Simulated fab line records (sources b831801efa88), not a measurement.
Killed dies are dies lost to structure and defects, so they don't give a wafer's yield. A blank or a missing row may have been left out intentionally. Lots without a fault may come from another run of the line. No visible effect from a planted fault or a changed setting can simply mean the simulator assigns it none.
Which tool is to blame? || flow sfq line || Sampling: 13 lots, 39 wafers, 2 of 325 route steps

== WHAT THE GAUGES READ, wafer by wafer ==
SFQ_JJ_RS_MEAS_929: a four-point-probe measurement.
{"lot": "L635", "measured": "day 43 21:49", "on": "film metro-04", "JJ_NB_RS (ohm/sq)": "1.049 1.061 1.041"}
{"lot": "L636", "measured": "day 50 09:25", "on": "film metro-04", "JJ_NB_RS (ohm/sq)": "1.043 1.028 1.040"}
{"lot": "L639", "measured": "day 51 15:37", "on": "film metro-04", "JJ_NB_RS (ohm/sq)": "1.060 1.044 1.061"}
{"lot": "L640", "measured": "day 52 06:02", "on": "film metro-02", "JJ_NB_RS (ohm/sq)": "1.061 1.043 1.039"}
{"lot": "L641", "measured": "day 52 14:26", "on": "film metro-02", "JJ_NB_RS (ohm/sq)": "1.060 1.049 1.054"}
{"lot": "L642", "measured": "day 52 23:01", "on": "film metro-01", "JJ_NB_RS (ohm/sq)": "1.044 1.045 1.036"}
{"lot": "L643", "measured": "day 53 02:35", "on": "film metro-01", "JJ_NB_RS (ohm/sq)": "1.056 1.044 1.046"}
{"lot": "L644", "measured": "day 53 21:48", "on": "film metro-01", "JJ_NB_RS (ohm/sq)": "1.059 1.035 1.047"}
{"lot": "L647", "measured": "day 54 10:59", "on": "film metro-01", "JJ_NB_RS (ohm/sq)": "1.041 1.044 0.966"}
{"lot": "L653", "measured": "day 56 00:02", "on": "film metro-04", "JJ_NB_RS (ohm/sq)": "1.046 1.058 1.047"}
{"lot": "L655", "measured": "day 57 06:20", "on": "film metro-04", "JJ_NB_RS (ohm/sq)": "1.055 1.047 1.056"}
{"lot": "L656", "measured": "day 57 13:31", "on": "film metro-04", "JJ_NB_RS (ohm/sq)": "1.053 1.077 1.073"}
{"lot": "L657", "measured": "day 58 04:57", "on": "film metro-01", "JJ_NB_RS (ohm/sq)": "1.055 1.037 1.055"}

== WHICH TOOL RAN EACH LOT (tool, then ch and the chambers of the sampled wafers, then the start) ==
{"lot": "L635", "SFQ_TRILAYER_JJ_TRILAYER_DEP_SPUTTER_112": "pvd sputter-04, day 43 21:44"}
{"lot": "L636", "SFQ_TRILAYER_JJ_TRILAYER_DEP_SPUTTER_112": "pvd sputter-03, day 50 09:17"}
{"lot": "L639", "SFQ_TRILAYER_JJ_TRILAYER_DEP_SPUTTER_112": "pvd sputter-03, day 51 15:32"}
{"lot": "L640", "SFQ_TRILAYER_JJ_TRILAYER_DEP_SPUTTER_112": "pvd sputter-06, day 52 05:56"}
{"lot": "L641", "SFQ_TRILAYER_JJ_TRILAYER_DEP_SPUTTER_112": "pvd sputter-06, day 52 14:20"}
{"lot": "L642", "SFQ_TRILAYER_JJ_TRILAYER_DEP_SPUTTER_112": "pvd sputter-04, day 52 22:56"}
{"lot": "L643", "SFQ_TRILAYER_JJ_TRILAYER_DEP_SPUTTER_112": "pvd sputter-06, day 53 02:31"}
{"lot": "L644", "SFQ_TRILAYER_JJ_TRILAYER_DEP_SPUTTER_112": "pvd sputter-06, day 53 21:40"}
{"lot": "L647", "SFQ_TRILAYER_JJ_TRILAYER_DEP_SPUTTER_112": "pvd sputter-06, day 54 10:52"}
{"lot": "L653", "SFQ_TRILAYER_JJ_TRILAYER_DEP_SPUTTER_112": "pvd sputter-03, day 55 23:56"}
{"lot": "L655", "SFQ_TRILAYER_JJ_TRILAYER_DEP_SPUTTER_112": "pvd sputter-03, day 57 06:14"}
{"lot": "L656", "SFQ_TRILAYER_JJ_TRILAYER_DEP_SPUTTER_112": "pvd sputter-04, day 57 13:26"}
{"lot": "L657", "SFQ_TRILAYER_JJ_TRILAYER_DEP_SPUTTER_112": "pvd sputter-04, day 58 04:52"}
- SFQ_TRILAYER_JJ_TRILAYER_DEP_SPUTTER_112: material Nb, target thk 170 nm, time 113.3 s.

== AS READ BY THE TOOLS THEMSELVES (means over the sampled wafers that have a number; for cases with no such wafer, the mark the record gives instead) ==
SFQ_TRILAYER_JJ_TRILAYER_DEP_SPUTTER_112.
{"lot": "L635", "tool": "pvd sputter-04", "cathode dc power W (W)": 1999.8, "throttle valve pct (%)": 29.2}
{"lot": "L636", "tool": "pvd sputter-03", "cathode dc power W (W)": 1999.6, "throttle valve pct (%)": 29.3}
{"lot": "L639", "tool": "pvd sputter-03", "cathode dc power W (W)": 2000.2, "throttle valve pct (%)": 29.7}
{"lot": "L640", "tool": "pvd sputter-06", "cathode dc power W (W)": 2000.4, "throttle valve pct (%)": 29.5}
{"lot": "L641", "tool": "pvd sputter-06", "cathode dc power W (W)": 1999.9, "throttle valve pct (%)": 29.5}
{"lot": "L642", "tool": "pvd sputter-04", "cathode dc power W (W)": 1999.7, "throttle valve pct (%)": 29.1}
{"lot": "L643", "tool": "pvd sputter-06", "cathode dc power W (W)": 2000.4, "throttle valve pct (%)": 29.5}
{"lot": "L644", "tool": "pvd sputter-06", "cathode dc power W (W)": 2000.3, "throttle valve pct (%)": 29.3}
{"lot": "L647", "tool": "pvd sputter-06", "cathode dc power W (W)": 2000.0, "throttle valve pct (%)": 29.6}
{"lot": "L653", "tool": "pvd sputter-03", "cathode dc power W (W)": 2000.0, "throttle valve pct (%)": 29.4}
{"lot": "L655", "tool": "pvd sputter-03", "cathode dc power W (W)": 2000.4, "throttle valve pct (%)": 29.2}
{"lot": "L656", "tool": "pvd sputter-04", "cathode dc power W (W)": 2000.3, "throttle valve pct (%)": 28.1}
{"lot": "L657", "tool": "pvd sputter-04", "cathode dc power W (W)": 1999.9, "throttle valve pct (%)": 28.7}

== THE ANSWER, worked out from the rows above alone ==
Rule: usual is defined by the lots themselves. The widest of any qualifying gaps counts: lots, ordered by their means at a reading, are off when they make up no more than a third of the lots, leave a main group of 4 or more, and stand apart from it by 3 or more times the standard deviation of that group's means. Not used: any main group whose means are identical at the precision the tables above print for the reading. Also off: a lot with no number at a reading for which 4 or more lots have one. The other lots that the step has rows for count as sound. After the gauges, taken in route order, come the tools' own readings; for these a lot's mean is taken, as printed above. At the first step where some lot is off, the reading lying furthest off is the one used; lots without a number count as furthest.
Nothing can be told from this: no lot is off at any reading shown.

== WHAT THE SIMULATOR HAD PUT IN ==
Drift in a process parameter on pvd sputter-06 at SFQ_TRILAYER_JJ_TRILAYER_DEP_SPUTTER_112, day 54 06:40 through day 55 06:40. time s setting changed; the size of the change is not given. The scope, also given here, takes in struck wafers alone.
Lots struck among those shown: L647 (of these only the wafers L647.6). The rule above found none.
